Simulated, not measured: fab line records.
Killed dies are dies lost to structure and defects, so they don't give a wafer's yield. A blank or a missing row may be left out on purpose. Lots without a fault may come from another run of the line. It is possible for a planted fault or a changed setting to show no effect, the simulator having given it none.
Struck lot and sound lot, side by side ; flow sky130 ; 15 out of 708 route steps
Sound: these wafers, L154.1, L154.2, L154.5. Struck: wafer L155.2 (L155.4, L155.6, from the same lot, were not struck and are left out); the cause is given at the end.
At each step with rows: each side's tool, then ch and its chambers, then its first start. Under that, the readings that differ: sound wafers ; struck wafers ; difference of the means ; sigmas: that difference in standard deviations of wafers without a fault.
alike: words and numbers the same on both sides, and readings whose means are apart by under 2 such deviations; not compared: readings that were withheld, readings missing a value for some wafer, numbers with overlapping values and no deviation given by the record, and bounds like >300 which may hide the same value.
The two part at a step that has a row with sigmas, a row that says differs or no value, or rows on one side only. Numbers that have no deviation but don't overlap get no sigmas and don't part them. A reading that every wafer of one side lacks parts them only if that side has two wafers or more.

first, 4 steps without rows for these wafers: SKY_VIA2_STRIP_17 (strips in post etch residue remover, time 1200 s); SKY_VIA2_CLEAN_18 (cleans in IPA, time 180 s); SKY_VIA2_CLEAN_19 (cleans in O3/DIW); SKY_VIA2_SPUTTER_20 (material TiN, target thk 20 nm, time 80 s).
SKY_VIA2_CVD_21: deposits W, target thk 420 nm, time 126.4 s.
  sound on cvd-w-02 ch 0,1, day 38 17:09; struck on cvd-w-02 ch 0, day 38 18:49
  alike: heater-power-w
SKY_VIA2_RS_MEAS_22: measurement is done with a four-point probe.
  sound on film-metro-01, day 38 17:17; struck on film-metro-04, day 38 18:58
  alike: VIA2_W_RS
SKY_VIA2_THK_MEAS_23: measures by xrf.
  sound on film-metro-01, day 38 17:24; struck on film-metro-04, day 38 19:04
  alike: VIA2_W_THK
SKY_VIA2_CMP_24: polishes, stops on SiO2, t overpolish 20 s, target thk 0 nm.
  sound on cmp-02 ch 1,2, day 38 17:28; struck on cmp-01 ch 1, day 38 19:13
reading;sound;struck;difference;sigmas
motor-current-A (A);11.1 10.3 10.3;12.6;+2.0;+2
  alike: overpolish-run-s, retaining-ring-pressure-frac, time-to-endpoint-s
SKY_METAL3_SPUTTER_00: material Ti, target thk 15 nm, time 10 s.
  sound on pvd-sputter-04, day 38 17:46; struck on pvd-sputter-04, day 38 19:25
  alike: throttle-valve-pct
SKY_METAL3_SPUTTER_01: material TiN, target thk 20 nm, time 16.7 s.
  sound on pvd-sputter-04, day 38 17:47; struck on pvd-sputter-04, day 38 19:27
  alike: throttle-valve-pct
SKY_METAL3_SPUTTER_02: material AlCu, target thk 735 nm, time 39.1 s.
  sound on pvd-sputter-04, day 38 17:49; struck on pvd-sputter-04, day 38 19:28
  alike: throttle-valve-pct
then, 1 step without rows for these wafers: SKY_METAL3_SPUTTER_03 (material Ti, target thk 5 nm, time 3.3 s).
SKY_METAL3_SPUTTER_04: material TiN, target thk 70 nm, time 58.3 s.
  sound on pvd-sputter-04, day 38 17:52; struck on pvd-sputter-04, day 38 19:32
reading;sound;struck;difference;sigmas
model.TiN_of_METAL3_SPUTTER_04.thk-nm (nm);69.21 69.03 68.99;81.63;+12.55;
  alike: throttle-valve-pct
then, 1 step without rows for these wafers: SKY_CAPM_CVD_00 (deposits SiO2, target thk 15.5 nm).
-- the record jumps here: 9 days lie between the struck wafers' starts before and after (it left off in module CAPM and takes up again in module PAD_OPEN, whose first step shown is number 708 of the route) --
SKY_PAD_OPEN_PROBE_99:
  sound on prober-02, day 47 17:04; struck on prober-01, day 47 17:54
reading;sound;struck;difference;sigmas
killed-at-front-end;14 11 10;22;+10;+2
  alike: defect-limited-yield, killed_at_M0_to_M3, killed_at_M4_up, killed-at-contacts, killed-at-other, killed-dies, killed-open, killed-short, sort_bin_3_pad_short, sort_bin_5_function, sort_bin_6_memory, sort-n-pass, sort-yield-pct

## WHERE THEY PART
At SKY_VIA2_CMP_24 first; at SKY_PAD_OPEN_PROBE_99 last (within this record only).

WHY: what had been put in by the simulator
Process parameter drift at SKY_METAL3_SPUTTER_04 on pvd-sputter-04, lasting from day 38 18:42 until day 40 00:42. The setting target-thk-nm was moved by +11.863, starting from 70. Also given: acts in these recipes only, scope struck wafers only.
